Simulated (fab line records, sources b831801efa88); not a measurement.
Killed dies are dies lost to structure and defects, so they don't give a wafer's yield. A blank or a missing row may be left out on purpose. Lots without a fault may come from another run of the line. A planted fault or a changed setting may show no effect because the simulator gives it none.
Which tool did it? | flow gf180mcu | 6 lots, 18 wafers sampled, at 2 steps of a route of 602

WHAT THE GAUGES READ, wafer by wafer
GF_V1_BOW_MEAS_05.
lot  | measured     | on            | V1_BOW (um)
L244 | day 17 14:25 | film_metro-03 | 94 83 78
L246 | day 18 09:26 | film_metro-01 | 80 75 82
L253 | day 21 00:45 | film_metro-02 | 97 85 86 - - -
L261 | day 23 16:49 | film_metro-01 | 87 89 93
L263 | day 24 11:39 | film_metro-01 | 87 82 87
L266 | day 25 11:14 | film_metro-01 | 79 99 91

WHICH TOOL RAN EACH LOT (tool, then ch and the chambers of the sampled wafers, then the start)
lot  | GF_V1_CMP_04
L244 | cmp-02 ch 0,1,2, day 17 14:10
L246 | cmp-02 ch 0,1, day 18 09:08
L253 | cmp-02 ch 0,3, day 21 00:27
L261 | cmp-01 ch 0,2, day 23 16:30
L263 | cmp-01 ch 0,2,3, day 24 11:21
L266 | cmp-02 ch 1,2,3, day 25 11:02
- GF_V1_CMP_04: polishes SiO2.

THE ANSWER, worked out from the rows above alone
Rule: what is usual is taken from the lots themselves. Put in order of their means at a reading, lots are off if they are a third of the lots or fewer, leave a main group of 4 or more, and stand apart from it by a gap of 3 or more times the standard deviation of the main group's means; of several such gaps the widest counts. A main group whose means are all the same, to the digits that the tables above print for the reading, isn't used. A lot without any number at a reading at which 4 lots or more have one is off too. The other lots that the step has rows for count as sound.
No lot is off at any reading shown: from this, nothing can be told.

WHAT THE SIMULATOR HAD PUT IN
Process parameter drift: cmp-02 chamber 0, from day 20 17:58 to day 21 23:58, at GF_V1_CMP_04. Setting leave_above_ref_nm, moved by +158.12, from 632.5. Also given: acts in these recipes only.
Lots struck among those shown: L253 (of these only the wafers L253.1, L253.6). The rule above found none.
